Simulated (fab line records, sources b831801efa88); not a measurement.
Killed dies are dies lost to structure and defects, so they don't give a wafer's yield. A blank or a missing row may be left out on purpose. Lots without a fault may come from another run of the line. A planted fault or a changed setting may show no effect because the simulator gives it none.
fab line records | flow gf180mcu
record lots=5 wafers=15 last_day=34
route steps=602 shown M5@532 V5@540 TOP_METAL@567
lots that met no fault: from a run of the same line without faults
start_h: hours from the record's first day to the start of the lot's first wafer shown | wait_h: hours since the lot's step before | " the same as in the row above | L1.1+2: a row that stands for several wafers | - no value, or no start given | * or withheld: withheld | < > ~ a bound
route shown NAME@n: a module of which the file shows steps, and the number in the route of the first | usual: mean/standard deviation of fault-free wafers | same: alike in all rows | chamber/n: place in a boat | sites: the reading at each site | _std_site: their standard deviation | _edge_site: outer sites' mean less inner sites' | radius_mm: how far each site lies from the wafer's centre | mask NAME#n: copy n | behind: the tool/chamber that last shaped the wafer | hold: why the lot was held/for how many hours/how that ended | device: the transistor (n, p or np) that didn't switch | end of line: the same wafers' tests at the end of the route | a step without rows: its recipe alone | killed: dies lost to structure and defects at the first sort, not the wafer's yield | map: a wafer's dies, x killed, . not, _ none there
set.NAME: the setting as run; set.NAME@STEP: as run at that earlier step | model.NAME: the simulator's own value behind a step, which no gauge read
lots at some steps of the route; a table a step, a row a wafer
services: from which hour (start_h, from the record's first day; less than 0 if before it) a tool's chamber was out of use, for how many hours, and why
## steps
# step GF_M5_DEVELOP_06
# recipe develop_time_s=60 dev_temp_c=21
# columns lot.wafer tool chamber start_h wait_h
L080.1+3+6 litho_track-01 0 654.54 0.2
L082.1+4+5 litho_track-01 0 680.09 0.2
L087.1+3+4 litho_track-03 0 710.39 0.2
L088.1+2+4 litho_track-01 0 714.94 0.2
L097.1+2+4 litho_track-02 0 762.58 0.2
# step GF_M5_CD_MEAS_07
# recipe target_cd_nm=280
# usual cd_nm=280.0/0.98
# columns lot.wafer tool chamber start_h wait_h cd_nm
L080.1 cd_sem-01 - 654.69 0.1 280.5
L080.3 " - " " 281.3
L080.6 " - " " 280.9
L082.1 cd_sem-02 - 680.24 0.1 280.8
L082.4 " - " " 281.9
L082.5 " - " " 281.0
L087.1 cd_sem-02 - 710.54 0.1 278.2
L087.3 " - " " 279.3
L087.4 " - " " 278.2
L088.1 cd_sem-02 - 715.09 0.1 280.5
L088.2 " - " " 279.9
L088.4 " - " " 279.2
L097.1 cd_sem-02 - 762.73 0.1 282.6
L097.2 " - " " 281.6
L097.4 " - " " 281.1
# step GF_M5_OVL_MEAS_08
# usual M5_OVL=0/4.7
# columns lot.wafer tool chamber start_h wait_h M5_OVL[nm]
L080.1 overlay-02 - 654.81 0.1 -6
L080.3 " - " " -7
L080.6 " - " " -2
L082.1 overlay-01 - 680.36 0.1 -2
L082.4 " - " " 4
L082.5 " - " " -5
L087.1 overlay-02 - 710.66 0.1 0
L087.3 " - " " -1
L087.4 " - " " 4
L088.1 overlay-02 - 715.21 0.1 5
L088.2 " - " " 1
L088.4 " - " " -2
L097.1 overlay-01 - 762.85 0.1 10
L097.2 " - " " 5
L097.4 " - " " 5
# step GF_M5_ETCH_09
# recipe chemistry=CF4/O2 target=Si3N4 target_depth_nm=52 source_w=800 bias_w=150 pressure_mtorr=150 cf4_flow_sccm=80 O2_flow_sccm=10 time_s=11.6
# usual drypump_motor_current_A=5.8/0.57 oes_product_au=1.000/0.012 throttle_valve_pct=5.970/0.009
# columns lot.wafer tool chamber start_h wait_h drypump_motor_current_A oes_product_au rf_hours_counter_h throttle_valve_pct
L080.1 rie_diel-04 0 654.84 0.0 5.7 0.989 49 5.952
L080.3 " 2 " " 6.6 1.017 18 5.974
L080.6 " 2 " " 6.6 1.011 - 5.982
L082.1 rie_diel-03 3 680.39 0.0 6.4 1.008 14 5.966
L082.4 " 1 " " 4.9 1.006 14 5.963
L082.5 " 2 " " 6.4 1.010 - 5.988
L087.1 rie_diel-02 0 710.69 0.0 5.2 0.977 17 5.958
L087.3 " 3 " " 5.4 0.975 12 5.954
L087.4 " 2 " " 6.2 0.992 - 5.975
L088.1 rie_diel-04 2 715.24 0.0 6.7 1.009 21 5.970
L088.2 " 1 " " 6.0 1.010 17 5.964
L088.4 " 0 " " 5.7 0.990 52 5.963
L097.1 rie_diel-04 2 762.89 0.0 6.7 1.005 23 5.965
L097.2 " 3 " " 6.0 1.007 3 5.980
L097.4 " 3 " " 6.0 1.010 - 5.970
# step GF_M5_METAL_ETCH_10
# recipe chemistry=Cl2/BCl3 mask_material=KrF target_depth_nm=627.5 stop_on=SiO2 pressure_mtorr=8 icp_w=800 bias_w=140 Cl2_flow_sccm=80 bcl3_flow_sccm=40 time_s=104.6
# usual drypump_motor_current_A=5.84/0.18 oes_product_au=0.972/0.0069 throttle_valve_pct=28.250/0.011
# columns lot.wafer tool chamber start_h wait_h drypump_motor_current_A oes_product_au rf_hours_counter_h throttle_valve_pct
L080.1 rie_metal-03 1 654.87 0.0 5.84 0.968 7 28.242
L080.3 " 1 " " 5.81 0.974 - 28.255
L080.6 " 0 " " 6.17 0.982 - 28.243
L082.1 rie_metal-01 0 680.42 0.0 5.52 0.968 7 28.263
L082.4 " 0 " " 5.52 0.981 - 28.237
L082.5 " 1 " " 5.91 0.968 - 28.257
L087.1 rie_metal-02 0 710.71 0.0 5.79 0.976 3 28.231
L087.3 " 0 " " 5.79 0.970 - 28.243
L087.4 " 0 " " 5.79 0.975 - 28.249
L088.1 rie_metal-02 0 715.27 0.0 5.83 0.978 3 28.259
L088.2 " 0 " " 5.81 0.982 - 28.243
L088.4 " 0 " " 5.80 0.973 - 28.245
L097.1 rie_metal-01 0 762.91 0.0 5.54 0.969 10 28.243
L097.2 " 1 " " 5.84 0.958 4 28.257
L097.4 " 1 " " 5.85 0.962 - 28.251
# step GF_M5_STRIP_11
# recipe chemistry=O2/N2 power_w=1400 pressure_mtorr=1500 platen_temp_c=250 o2_flow_sccm=3000 n2_flow_sccm=300 overash_fraction=0.5
# usual drypump_motor_current_A=5.4/0.57 heater_power_w=334/36 n2_flow_sccm=300.1/0.91 oes_product_au=0.544/0.0052 strip_time_to_endpoint_s=7.53/0.043
# columns lot.wafer tool chamber start_h wait_h drypump_motor_current_A heater_power_w n2_flow_sccm oes_product_au rf_hours_counter_h strip_time_to_endpoint_s
L080.1 plasma_asher-04 1 654.98 0.1 6.5 340 301.0 0.538 77 7.54
L080.3 " 1 " " 6.5 331 300.3 0.543 - 7.54
L080.6 " 0 " " 5.0 286 301.2 0.538 - 7.51
L082.1 plasma_asher-03 0 680.53 0.1 5.0 337 300.2 0.554 104 7.56
L082.4 " 1 " " 5.1 397 300.1 0.543 - 7.58
L082.5 " 0 " " 5.0 344 298.8 0.555 - 7.58
L087.1 plasma_asher-04 1 710.94 0.2 6.5 336 299.6 0.540 82 7.54
L087.3 " 1 " " 6.5 339 300.9 0.542 - 7.50
L087.4 " 0 " " 5.0 284 298.7 0.540 - 7.48
L088.1 plasma_asher-03 0 715.49 0.2 5.0 336 300.5 0.542 108 7.52
L088.2 " 1 " " 5.0 388 299.7 0.538 108 7.55
L088.4 " 0 " " 5.0 336 299.9 0.543 - 7.52
L097.1 plasma_asher-03 1 763.02 0.1 5.1 392 300.6 0.545 2 7.55
L097.2 " 0 " " 4.9 329 301.2 0.542 2 7.57
L097.4 " 1 " " 5.1 394 300.2 0.548 - 7.60
# step GF_M5_STRIP_12
# recipe chemistry=post_etch_residue_remover time_s=1200 temp_c=72.5
# columns lot.wafer tool chamber start_h wait_h
L080.1+3+6 wet_bench-02 3 655.08 0.1
L082.1+4+5 wet_bench-04 3 680.63 0.1
L087.1+3+4 wet_bench-04 2 711.04 0.1
L088.1+2+4 wet_bench-02 3 715.59 0.1
L097.1+2+4 wet_bench-04 3 763.12 0.1
# step GF_M5_CLEAN_13
# recipe chemistry=DIW dry=n2_spin
# columns lot.wafer tool chamber start_h wait_h
L080.1+3+6 wet_bench-03 2 655.42 0.0
L082.1+4+5 wet_bench-03 2 680.97 0.0
L087.1+3+4 wet_bench-02 3 711.38 0.0
L088.1+2+4 wet_bench-04 0 715.93 0.0
L097.1+2+4 wet_bench-03 2 763.47 0.0
# step GF_V5_CVD_00
# recipe material=SiO2 target_thk_nm=300 sigma_open_frac=0.3 temp_c=400 time_s=50 sih4_flow_sccm=60 pressure_mtorr=6
# columns lot.wafer tool chamber start_h wait_h
L080.1+3+6 hdpcvd-02 1,2,2 655.52 0.0
L082.1+4+5 hdpcvd-02 2,1,0 681.07 0.0
L087.1+3+4 hdpcvd-02 1,0,1 711.47 0.0
L088.1+2+4 hdpcvd-01 2,0,2 716.02 0.0
L097.1+2+4 hdpcvd-02 0,1,2 763.57 0.0
# step GF_V5_THK_MEAS_01
# recipe reads=SiO2_of_V5_CVD_00
# usual V5_CVD_00_THK=300/3
# columns lot.wafer tool chamber start_h wait_h V5_CVD_00_THK[nm]
L080.1 film_metro-01 - 655.56 0.0 304
L080.3 " - " " 304
L080.6 " - " " 303
L082.1 film_metro-03 - 681.11 0.0 303
L082.4 " - " " 302
L082.5 " - " " 306
L087.1 film_metro-03 - 711.52 0.0 302
L087.3 " - " " 304
L087.4 " - " " 304
L088.1 film_metro-02 - 716.07 0.0 297
L088.2 " - " " 294
L088.4 " - " " 298
L097.1 film_metro-01 - 763.61 0.0 308
L097.2 " - " " 303
L097.4 " - " " 303
# step GF_V5_CVD_02
# recipe material=SiO2 target_thk_nm=1450 precursor=TEOS temp_c=400 time_s=163.28 rf_w=600
# usual heater_power_w=663/110
# columns lot.wafer tool chamber start_h wait_h heater_power_w
L080.1 pecvd-02 0 655.62 0.1 763
L080.3 " 2 " " 839
L080.6 " 0 " " 717
L082.1 pecvd-02 1 681.17 0.1 893
L082.4 " 1 " " 724
L082.5 " 0 " " 625
L087.1 pecvd-03 0 711.58 0.1 694
L087.3 " 1 " " 559
L087.4 " 0 " " 526
L088.1 pecvd-04 0 716.13 0.1 653
L088.2 " 1 " " 489
L088.4 " 1 " " 531
L097.1 pecvd-02 2 763.67 0.1 827
L097.2 " 1 " " 903
L097.4 " 2 " " 666
# step GF_V5_THK_MEAS_03
# recipe reads=SiO2_of_V5_CVD_02
# usual V5_CVD_02_THK=1451/21
# columns lot.wafer tool chamber start_h wait_h V5_CVD_02_THK[nm]
L080.1 film_metro-03 - 655.79 0.1 1417
L080.3 " - " " 1426
L080.6 " - " " 1445
L082.1 film_metro-01 - 681.28 0.1 1440
L082.4 " - " " 1463
L082.5 " - " " 1452
L087.1 film_metro-02 - 711.68 0.1 1393
L087.3 " - " " 1431
L087.4 " - " " 1436
L088.1 film_metro-03 - 716.24 0.1 1428
L088.2 " - " " 1423
L088.4 " - " " 1454
L097.1 film_metro-03 - 763.78 0.1 1441
L097.2 " - " " 1443
L097.4 " - " " 1472
# step GF_V5_CMP_04
# recipe material=SiO2 down_force_psi=4 platen_rpm=60 pad_velocity_m_s=0.94248
# usual head_pressure_psi=4.000/0.0093 motor_current_A=12.2/1
# columns lot.wafer tool chamber start_h wait_h head_pressure_psi motor_current_A
L080.3 cmp-02 3 655.85 0.0 4.003 11.2
L080.1 " 1 " " 4.006 14.0
L080.6 " 3 " " 4.006 11.7
L082.4 cmp-02 3 681.34 0.0 4.002 12.3
L082.1 " 1 " " 3.988 13.9
L082.5 " 3 " " 3.994 12.5
L087.1 cmp-02 0 711.74 0.1 4.015 11.2
L087.4 " 2 " " 4.012 11.5
L087.3 " 3 " " 3.995 12.6
L088.4 cmp-01 0 716.35 0.1 4.007 11.7
L088.2 " 1 " " 4.007 12.0
L088.1 " 2 " " 3.977 12.1
L097.1 cmp-01 1 763.84 0.1 4.019 11.9
L097.2 " 2 " " 3.970 12.4
L097.4 " 3 " " 3.987 13.5
# step GF_V5_BOW_MEAS_05
# recipe mode=bow
# usual V5_BOW=132/9.2
# columns lot.wafer tool chamber start_h wait_h V5_BOW[um]
L080.1 film_metro-03 - 656.15 0.1 142
L080.3 " - " " 135
L080.6 " - " " 138
L082.1 film_metro-03 - 681.64 0.1 134
L082.4 " - " " 132
L082.5 " - " " 132
L087.1 film_metro-03 - 712.04 0.2 120
L087.3 " - " " 123
L087.4 " - " " 117
L088.1 film_metro-03 - 716.60 0.1 129
L088.2 " - " " 130
L088.4 " - " " 138
L097.1 film_metro-01 - 764.14 0.2 140
L097.2 " - " " 146
L097.4 " - " " 148
# step GF_V5_DEHYDRATE_06
# recipe temp_c=200 time_s=60
# columns lot.wafer tool chamber start_h wait_h
L080.1+3+6 litho_track-03 0 665.39 9.2
L082.1+4+5 litho_track-03 0 689.94 8.3
L087.1+3+4 litho_track-02 0 720.68 8.6
L088.1+2+4 litho_track-04 0 724.82 8.2
L097.1+2+4 litho_track-03 0 771.63 7.5
# step GF_V5_HMDS_07
# recipe prime_time_s=60 prime_temp_c=120
# same prime_time_s=60
# columns lot.wafer tool chamber start_h wait_h
L080.1+3+6 litho_track-03 0 665.54 0.1
L082.1+4+5 litho_track-03 0 690.09 0.1
L087.1+3+4 litho_track-02 0 720.83 0.1
L088.1+2+4 litho_track-04 0 724.97 0.1
L097.1+2+4 litho_track-03 0 771.78 0.1
# step GF_V5_COAT_08
# recipe resist=BARC temp_c=withheld time_s=withheld spin_rpm=withheld resist_thk_nm=withheld
# usual dispense_pressure_kPa=44.3/1.6
# columns lot.wafer tool chamber start_h wait_h dispense_pressure_kPa
L080.1 litho_track-03 0 665.69 0.1 46.1
L080.3 " 0 " " 46.0
L080.6 " 0 " " 46.0
L082.1 litho_track-03 0 690.24 0.1 46.0
L082.4 " 0 " " 46.0
L082.5 " 0 " " 46.0
L087.1 litho_track-02 0 720.98 0.1 42.8
L087.3 " 0 " " 42.8
L087.4 " 0 " " 42.8
L088.1 litho_track-04 0 725.12 0.1 42.8
L088.2 " 0 " " 42.8
L088.4 " 0 " " 42.8
L097.1 litho_track-03 0 771.93 0.1 46.1
L097.2 " 0 " " 46.1
L097.4 " 0 " " 46.0
# step GF_V5_COAT_09
# recipe resist=KrF spin_rpm=withheld resist_thk_nm=1000
# usual dispense_pressure_kPa=44.3/1.6
# columns lot.wafer tool chamber start_h wait_h dispense_pressure_kPa
L080.1 litho_track-03 0 - - 45.9
L080.3 " 0 " " 46.0
L080.6 " 0 " " 46.0
L082.1 litho_track-03 0 - - 46.0
L082.4 " 0 " " 46.0
L082.5 " 0 " " 46.0
L087.1 litho_track-02 0 - - 42.8
L087.3 " 0 " " 42.8
L087.4 " 0 " " 42.8
L088.1 litho_track-04 0 - - 42.9
L088.2 " 0 " " 42.8
L088.4 " 0 " " 42.9
L097.1 litho_track-03 0 - - 46.0
L097.2 " 0 " " 46.0
L097.4 " 0 " " 46.0
# step GF_V5_SOFTBAKE_10
# recipe temp_c=130 time_s=60 resist=KrF
# columns lot.wafer tool chamber start_h wait_h
L080.1+3+6 litho_track-03 0 - -
L082.1+4+5 litho_track-03 0 - -
L087.1+3+4 litho_track-02 0 - -
L088.1+2+4 litho_track-04 0 - -
L097.1+2+4 litho_track-03 0 - -
# step GF_V5_EXPOSE_11
# recipe mask_id=Via5 target_cd_nm=260 na=0.68 source_shape=conventional sigma_outer=0.6 dose_mj=38
# columns lot.wafer tool chamber start_h wait_h mask
L080.1+3+6 krf_scanner-01 0 - - Via5#0
L082.1+4+5 krf_scanner-02 0 - - Via5#0
L087.1+3+4 krf_scanner-02 0 - - Via5#0
L088.1+2+4 krf_scanner-02 0 - - Via5#0
L097.1+2+4 krf_scanner-02 0 - - Via5#0
# step GF_V5_PEB_12
# recipe peb_temp_c=135 peb_time_s=90 resist=KrF
# columns lot.wafer tool chamber start_h wait_h
L080.1+3+6 litho_track-04 0 - -
L082.1+4+5 litho_track-03 0 - -
L087.1+3+4 litho_track-02 0 - -
L088.1+2+4 litho_track-02 0 - -
L097.1+2+4 litho_track-04 0 - -
# step GF_V5_DEVELOP_13
# recipe develop_time_s=60 resist=KrF dev_temp_c=21
# columns lot.wafer tool chamber start_h wait_h
L080.1+3+6 litho_track-04 0 675.42 0.2
L082.1+4+5 litho_track-03 0 699.89 0.2
L087.1+3+4 litho_track-02 0 729.53 0.2
L088.1+2+4 litho_track-02 0 733.43 0.2
L097.1+2+4 litho_track-04 0 780.22 0.2
# step GF_V5_CD_MEAS_14
# recipe target_cd_nm=260
# usual cd_nm=260.0/1.2
# columns lot.wafer tool chamber start_h wait_h cd_nm
L080.1 cd_sem-01 - 675.57 0.1 259.1
L080.3 " - " " 259.4
L080.6 " - " " 259.2
L082.1 cd_sem-01 - 700.04 0.1 258.0
L082.4 " - " " 259.1
L082.5 " - " " 258.2
L087.1 cd_sem-01 - 729.68 0.1 259.3
L087.3 " - " " 259.0
L087.4 " - " " 259.4
L088.1 cd_sem-01 - 733.58 0.1 262.3
L088.2 " - " " 261.4
L088.4 " - " " 261.8
L097.1 cd_sem-02 - 780.37 0.1 262.7
L097.2 " - " " 262.1
L097.4 " - " " 262.0
# step GF_V5_OVL_MEAS_15
# usual V5_OVL=-1/5.3
# columns lot.wafer tool chamber start_h wait_h V5_OVL[nm]
L080.1 overlay-01 - 675.69 0.1 -6
L080.3 " - " " -4
L080.6 " - " " 5
L082.1 overlay-02 - 700.16 0.1 0
L082.4 " - " " -5
L082.5 " - " " 5
L087.1 overlay-02 - 729.80 0.1 -4
L087.3 " - " " -13
L087.4 " - " " -7
L088.1 overlay-02 - 733.70 0.1 11
L088.2 " - " " 3
L088.4 " - " " -3
L097.1 overlay-02 - 780.49 0.1 -11
L097.2 " - " " -7
L097.4 " - " " -5
# step GF_V5_ETCH_16
# recipe chemistry=N2/H2 target_depth_a=withheld overetch_a=withheld time_s=withheld target=BARC ion_energy_ev=200 source_w=500 bias_w=100 pressure_mtorr=30 n2_flow_sccm=100 h2_flow_sccm=200
# usual drypump_motor_current_A=5.6/0.53 n2_flow_sccm=100.0/0.31 oes_product_au=0.856/0.0046 throttle_valve_pct=13.226/0.0085
# columns lot.wafer tool chamber start_h wait_h drypump_motor_current_A n2_flow_sccm oes_product_au throttle_valve_pct
L080.1 rie_diel-01 3 675.73 0.0 5.4 99.6 0.854 13.217
L080.3 " 0 " " 5.3 99.3 0.854 13.218
L080.6 " 0 " " 5.3 99.7 0.857 13.225
L082.1 rie_diel-01 2 700.19 0.0 5.5 100.4 0.850 13.211
L082.4 " 3 " " 5.3 100.0 0.852 13.224
L082.5 " 0 " " 5.3 100.2 0.862 13.233
L087.1 rie_diel-03 3 729.84 0.0 6.5 100.1 0.856 13.234
L087.3 " 0 " " 5.7 100.4 0.866 13.232
L087.4 " 1 " " 4.9 100.6 0.854 13.231
L088.1 rie_diel-02 1 733.74 0.0 4.7 99.6 0.854 13.235
L088.2 " 2 " " 6.2 99.7 0.854 13.230
L088.4 " 0 " " 5.3 99.7 0.856 13.235
L097.1 rie_diel-01 1 780.53 0.0 5.4 100.2 0.855 13.226
L097.2 " 2 " " 5.4 100.3 0.865 13.216
L097.4 " 3 " " 5.3 100.4 0.855 13.229
# step GF_V5_ETCH_17
# recipe chemistry=C4F8/O2/Ar mask_material=KrF target=SiO2 stop_on=TiN source_w=1500 bias_w=1200 pressure_mtorr=40 c4f8_flow_sccm=withheld O2_flow_sccm=6 Ar_flow_sccm=300 time_s=withheld target_depth_a=8550
# usual oes_product_au=0.859/0.0046
# columns lot.wafer tool chamber start_h wait_h oes_product_au
L080.1 rie_diel-01 3 - - 0.856
L080.3 " 0 " " 0.869
L080.6 " 0 " " 0.861
L082.1 rie_diel-01 2 - - 0.856
L082.4 " 3 " " 0.858
L082.5 " 0 " " 0.857
L087.1 rie_diel-03 3 - - 0.861
L087.3 " 0 " " 0.857
L087.4 " 1 " " 0.857
L088.1 rie_diel-02 1 - - 0.855
L088.2 " 2 " " 0.863
L088.4 " 0 " " 0.853
L097.1 rie_diel-01 1 - - 0.864
L097.2 " 2 " " 0.859
L097.4 " 3 " " 0.860
# step GF_V5_STRIP_18
# recipe chemistry=O2/N2 power_w=1400 pressure_mtorr=1500 platen_temp_c=250 o2_flow_sccm=3000 n2_flow_sccm=300 overash_fraction=0.5
# usual drypump_motor_current_A=5.5/0.66 heater_power_w=333/36 n2_flow_sccm=299.9/0.97 oes_product_au=0.569/0.005
# columns lot.wafer tool chamber start_h wait_h drypump_motor_current_A heater_power_w n2_flow_sccm oes_product_au rf_hours_counter_h
L080.1 plasma_asher-01 0 675.88 - 4.9 331 299.4 0.565 64
L080.3 " 0 " " 4.9 337 298.8 0.570 -
L080.6 " 0 " " 4.9 328 299.5 0.576 -
L082.1 plasma_asher-01 0 700.34 - 4.9 329 299.6 0.566 66
L082.4 " 0 " " 4.9 333 301.1 0.570 -
L082.5 " 1 " " 6.1 351 301.7 0.580 -
L087.1 plasma_asher-03 1 729.99 - 5.1 388 298.2 0.566 110
L087.3 " 1 " " 5.1 384 297.7 0.570 -
L087.4 " 0 " " 5.0 343 298.3 0.572 -
L088.1 plasma_asher-04 1 733.89 - 6.5 339 300.0 0.567 85
L088.2 " 0 " " 5.0 283 300.3 0.567 85
L088.4 " 1 " " 6.5 345 299.9 0.579 -
L097.1 plasma_asher-04 1 780.68 - 6.5 335 299.8 0.560 89
L097.2 " 0 " " 5.0 281 299.3 0.560 89
L097.4 " 1 " " 6.5 333 300.6 0.570 -
# step GF_V5_STRIP_19
# recipe chemistry=post_etch_residue_remover time_s=1200 temp_c=72.5
# columns lot.wafer tool chamber start_h wait_h
L080.1+3+6 wet_bench-02 2 675.98 0.1
L082.1+4+5 wet_bench-01 3 700.44 0.1
L087.1+3+4 wet_bench-02 1 730.09 0.1
L088.1+2+4 wet_bench-01 2 733.99 0.1
L097.1+2+4 wet_bench-01 2 780.78 0.1
# step GF_V5_CLEAN_20
# recipe chemistry=DIW dry=n2_spin
# columns lot.wafer tool chamber start_h wait_h
L080.1+3+6 wet_bench-01 2 676.32 0.0
L082.1+4+5 wet_bench-02 2 700.79 0.0
L087.1+3+4 wet_bench-04 0 730.47 0.0
L088.1+2+4 wet_bench-02 0 734.33 0.0
L097.1+2+4 wet_bench-02 3 781.12 0.0
# step GF_V5_SPUTTER_21
# recipe material=Ti target_thk_nm=15 chamber_pressure_pa=5 power_w=2500 substrate_temp_c=200 time_s=80.02
# usual substrate_temp_c=200.00/0.16 throttle_valve_pct=29.7/1
# columns lot.wafer tool chamber start_h wait_h substrate_temp_c throttle_valve_pct
L080.1 pvd_sputter-01 - 676.41 0.0 199.96 31.3
L080.3 " - " " 200.04 29.2
L080.6 " - " " 199.79 28.7
L082.1 pvd_sputter-01 - 700.88 0.0 200.06 28.6
L082.4 " - " " 199.79 28.9
L082.5 " - " " 200.21 30.8
L087.1 pvd_sputter-02 - 730.56 0.0 200.21 31.3
L087.3 " - " " 199.91 30.6
L087.4 " - " " 199.91 30.8
L088.1 pvd_sputter-01 - 734.43 0.0 200.21 31.2
L088.2 " - " " 200.07 29.2
L088.4 " - " " 199.67 28.6
L097.1 pvd_sputter-01 - 781.21 0.0 200.12 28.8
L097.2 " - " " 200.10 31.0
L097.4 " - " " 199.94 28.8
# step GF_V5_SPUTTER_22
# recipe material=TiN target_thk_nm=10 chamber_pressure_pa=5 power_w=4000 time_s=40
# usual throttle_valve_pct=29.7/1
# columns lot.wafer tool chamber start_h wait_h throttle_valve_pct
L080.1 pvd_sputter-01 - 676.48 0.0 31.0
L080.3 " - " " 28.9
L080.6 " - " " 28.6
L082.1 pvd_sputter-01 - 700.94 0.0 28.6
L082.4 " - " " 29.1
L082.5 " - " " 31.3
L087.1 pvd_sputter-02 - 730.62 0.0 31.3
L087.3 " - " " 30.4
L087.4 " - " " 30.5
L088.1 pvd_sputter-01 - 734.50 0.0 31.2
L088.2 " - " " 29.1
L088.4 " - " " 28.8
L097.1 pvd_sputter-01 - 781.27 0.0 28.9
L097.2 " - " " 31.0
L097.4 " - " " 28.4
# step GF_V5_CVD_23
# recipe material=W target_thk_nm=350 time_s=104.9 temp_c=400 pressure_torr=40
# usual heater_power_w=833/99
# columns lot.wafer tool chamber start_h wait_h heater_power_w
L080.1 cvd_w-01 1 676.51 0.0 931
L080.3 " 1 " " 949
L080.6 " 0 " " 834
L082.1 cvd_w-01 1 700.98 0.0 974
L082.4 " 0 " " 862
L082.5 " 0 " " 863
L087.1 cvd_w-02 0 730.66 0.0 793
L087.3 " 1 " " 676
L087.4 " 0 " " 793
L088.1 cvd_w-02 1 734.53 0.0 686
L088.2 " 0 " " 804
L088.4 " 1 " " 697
L097.1 cvd_w-02 1 781.31 0.0 672
L097.2 " 0 " " 821
L097.4 " 1 " " 697
# step GF_V5_RS_MEAS_24
# recipe thk_meas_gauge=four-point-probe reads=W_of_V5_CVD_23+TiN_of_V5_SPUTTER_22+Ti_of_V5_SPUTTER_21
# usual V5_W_RS=0.329/0.0039
# columns lot.wafer tool chamber start_h wait_h V5_W_RS[ohm/sq]
L080.1 film_metro-01 - 676.63 0.1 0.328
L080.3 " - " " 0.328
L080.6 " - " " 0.333
L082.1 film_metro-01 - 701.09 0.1 0.333
L082.4 " - " " 0.332
L082.5 " - " " 0.335
L087.1 film_metro-02 - 730.77 0.1 0.325
L087.3 " - " " 0.327
L087.4 " - " " 0.324
L088.1 film_metro-02 - 734.65 0.1 0.330
L088.2 " - " " 0.322
L088.4 " - " " 0.333
L097.1 film_metro-02 - 781.43 0.1 0.320
L097.2 " - " " 0.321
L097.4 " - " " 0.324
# step GF_V5_THK_MEAS_25
# recipe thk_meas_gauge=xrf reads=W_of_V5_CVD_23
# usual V5_W_THK=348/4.7
# columns lot.wafer tool chamber start_h wait_h V5_W_THK[nm]
L080.1 film_metro-01 - 676.75 0.1 349
L080.3 " - " " 346
L080.6 " - " " 345
L082.1 film_metro-01 - 701.21 0.1 342
L082.4 " - " " 343
L082.5 " - " " 340
L087.1 film_metro-02 - 730.89 0.1 353
L087.3 " - " " 348
L087.4 " - " " 353
L088.1 film_metro-02 - 734.77 0.1 345
L088.2 " - " " 352
L088.4 " - " " 344
L097.1 film_metro-02 - 781.55 0.1 360
L097.2 " - " " 359
L097.4 " - " " 355
# step GF_V5_CMP_26
# recipe stop_on=SiO2 down_force_psi=3.5 platen_rpm=60 t_overpolish_s=15 target_thk_nm=0 pad_velocity_m_s=0.94248
# usual head_pressure_psi=3.499/0.007 motor_current_A=11.4/0.85 overpolish_run_s=15.000/0.008 time_to_endpoint_s=88/3.4
# columns lot.wafer tool chamber start_h wait_h head_pressure_psi motor_current_A overpolish_run_s time_to_endpoint_s
L080.3 cmp-01 1 676.86 0.1 3.505 11.1 14.988 88
L080.1 " 2 " " 3.512 11.2 14.989 91
L080.6 " 1 " " 3.509 11.0 15.008 83
L082.4 cmp-01 3 701.27 0.0 3.508 12.8 15.010 85
L082.1 " 0 " " 3.493 11.3 14.998 92
L082.5 " 0 " " 3.499 11.0 15.007 89
L087.1 cmp-02 0 730.95 0.1 3.491 10.0 14.999 87
L087.4 " 2 " " 3.507 10.5 14.993 93
L087.3 " 3 " " 3.496 10.7 15.003 86
L088.2 cmp-01 2 734.88 0.1 3.498 11.6 15.013 91
L088.4 " 3 " " 3.499 12.1 14.991 83
L088.1 " 0 " " 3.493 11.1 14.999 93
L097.4 cmp-01 3 781.66 0.1 3.499 12.1 15.011 89
L097.2 " 0 " " 3.495 11.0 15.006 91
L097.1 " 1 " " 3.494 11.1 14.996 86
# step GF_TOP_METAL_SPUTTER_00
# recipe material=Ti target_thk_nm=37.5 arriving_ion_energy_ev=80 substrate_temp_c=200 chamber_pressure_pa=2 power_w=4000 time_s=150
# usual substrate_temp_c=200.02/0.17 throttle_valve_pct=29.7/1.1
# columns lot.wafer tool chamber start_h wait_h substrate_temp_c throttle_valve_pct
L080.1 pvd_sputter-02 - 677.11 0.1 200.34 29.4
L080.3 " - " " 200.04 30.0
L080.6 " - " " 200.07 31.3
L082.1 pvd_sputter-02 - 701.57 0.2 200.19 31.3
L082.4 " - " " 199.94 29.5
L082.5 " - " " 200.03 29.5
L087.1 pvd_sputter-01 - 731.25 0.2 200.32 28.9
L087.3 " - " " 199.88 29.1
L087.4 " - " " 199.92 31.3
L088.1 pvd_sputter-03 - 735.13 0.1 199.94 29.7
L088.2 " - " " 200.12 28.2
L088.4 " - " " 199.64 31.5
L097.1 pvd_sputter-01 - 781.91 0.1 200.13 29.0
L097.2 " - " " 199.86 28.7
L097.4 " - " " 200.38 28.6
# step GF_TOP_METAL_SPUTTER_01
# recipe material=TiN target_thk_nm=30 power_w=6500 time_s=25 chamber_pressure_pa=0.4
# usual throttle_valve_pct=29.7/1
# columns lot.wafer tool chamber start_h wait_h throttle_valve_pct
L080.1 pvd_sputter-02 - 677.21 0.1 29.3
L080.3 " - " " 29.7
L080.6 " - " " 31.0
L082.1 pvd_sputter-02 - 701.67 0.1 31.1
L082.4 " - " " 29.2
L082.5 " - " " 29.5
L087.1 pvd_sputter-01 - 731.35 0.1 28.6
L087.3 " - " " 29.2
L087.4 " - " " 30.9
L088.1 pvd_sputter-03 - 735.23 0.1 30.1
L088.2 " - " " 27.9
L088.4 " - " " 31.7
L097.1 pvd_sputter-01 - 782.01 0.1 28.7
L097.2 " - " " 28.6
L097.4 " - " " 28.6
## services
# columns tool chamber start_h hours kind
krf_scanner-02 - 636.83 0.6 repair
cmp-02 - 645.14 1.1 repair
krf_scanner-02 - 647.83 4.4 pm
cmp-01 - 656.28 4.9 pm
rie_diel-01 2 658.85 7.5 repair
pvd_sputter-02 - 658.98 0.5 repair
cmp-01 - 666.06 0.6 repair
cmp-01 - 668.23 1.3 repair
krf_scanner-02 - 674.21 1.0 pm
cmp-01 - 675.33 1.3 repair
rie_diel-01 - 678.21 2.8 pm
cmp-01 - 684.73 0.2 repair
plasma_asher-04 - 692.81 6.7 repair
cmp-02 - 695.67 3.2 repair
krf_scanner-02 - 708.12 0.8 pm
krf_scanner-02 - 714.67 1.3 pm
cmp-01 - 717.88 1.8 repair
plasma_asher-03 - 733.75 9.0 pm
pvd_sputter-02 - 734.33 1.0 repair
cmp-02 - 741.00 0.4 repair
cmp-02 - 744.23 4.0 pm
hdpcvd-02 - 746.38 0.9 repair
cmp-02 - 750.53 4.0 repair
pvd_sputter-02 - 779.01 3.3 repair
## key
fault none
